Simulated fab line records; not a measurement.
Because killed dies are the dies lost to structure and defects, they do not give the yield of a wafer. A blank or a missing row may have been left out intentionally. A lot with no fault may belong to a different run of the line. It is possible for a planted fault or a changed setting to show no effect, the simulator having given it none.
A lot that was struck, set against a sound lot || flow sky130 || 14 steps out of a route of 708
Sound: these wafers, L464.1, L464.5, L464.6. Wafers L476.1, L476.2, L476.4 were the ones struck. At the end, the cause is stated.
At each step with rows: each side's tool, then ch and its chambers, then its first start. Under that, the readings that differ: sound wafers || struck wafers || difference of the means || sigmas: that difference in standard deviations of wafers without a fault.
alike: same words and numbers on both sides, and readings whose means sit less than 2 such deviations apart. not compared: any withheld reading, any reading some wafer has no value for, any bound like >300 that may hide the same value, and any number with overlapping values for which the record gives no deviation.
A row with sigmas, a row that says differs or no value, or rows on one side alone: a step with any of these is where the two part. Non-overlapping numbers with no deviation appear without sigmas and do not part them. Lack of a reading on every wafer of one side parts them only where that side has two or more wafers.

first, 1 step without rows for these wafers: SKY_SONOS_ONO_WET_ETCH_16 (etches SiO2 in dHF, target depth 14 nm, time 280 s).
SKY_SONOS_ONO_STRIP_17: strips in O2/N2.
  sound on plasma-asher-02 ch 0,1, day 13 16:19; struck on plasma-asher-03 ch 0,1, day 18 00:14
  alike: drypump-motor-current-A, n2-flow-sccm, oes-product-au, strip-time-to-endpoint-s
  not compared: rf-hours-counter-h
then, 3 steps without rows for these wafers: SKY_SONOS_ONO_WET_ETCH_18 (etches Si3N4 in H3PO4, target depth 15 nm, time 172 s); SKY_GATE_OXIDE_CLEAN_00 (cleans in SC1/SC2, time 150 s); SKY_GATE_OXIDE_OXIDATION_01 (stabilise 600 s, purge 300 s, target thk 10.268 nm).
SKY_GATE_OXIDE_THK_MEAS_02:
  struck on film-metro-03, day 18 01:52; sound on film-metro-03, day 13 17:56
{"reading": "GATE_OXIDE_OXIDATION_00_THK (nm)", "sound": "10.30 10.23 10.25", "struck": "9.78 9.75 9.55", "difference": -0.57, "sigmas": -3}
then, 6 steps without rows for these wafers: SKY_GATE_OXIDE_DEHYDRATE_03 (time 60 s); SKY_GATE_OXIDE_HMDS_04 (prime time 60 s); SKY_GATE_OXIDE_COAT_05 (resist thk 1140 nm); SKY_GATE_OXIDE_SOFTBAKE_06 (time 60 s); SKY_GATE_OXIDE_EXPOSE_07 (exposes mask LVOM, target cd 600 nm); SKY_GATE_OXIDE_PEB_08.
SKY_GATE_OXIDE_DEVELOP_09: develop time 60 s.
  struck on litho-track-02, day 19 08:44; sound on litho-track-03 ch 0, day 14 21:10
  no value came back on the struck wafers for chill-plate-temp-C (C), develop-time-s (s); on the sound wafers chill-plate-temp-C (C) reads 22.95 22.97 22.92
SKY_GATE_OXIDE_OVL_MEAS_10:
  struck on overlay-02, day 19 08:53; sound on overlay-02, day 14 21:19
{"reading": "GATE_OXIDE_OVL (nm)", "sound": "1.0 -0.9 -0.6", "struck": "- - -", "difference": "no value on the struck wafers", "sigmas": ""}

WHERE THEY PART
Earliest at SKY_GATE_OXIDE_THK_MEAS_02; latest, in this record, at SKY_GATE_OXIDE_OVL_MEAS_10.

WHY: the cause the simulator had injected
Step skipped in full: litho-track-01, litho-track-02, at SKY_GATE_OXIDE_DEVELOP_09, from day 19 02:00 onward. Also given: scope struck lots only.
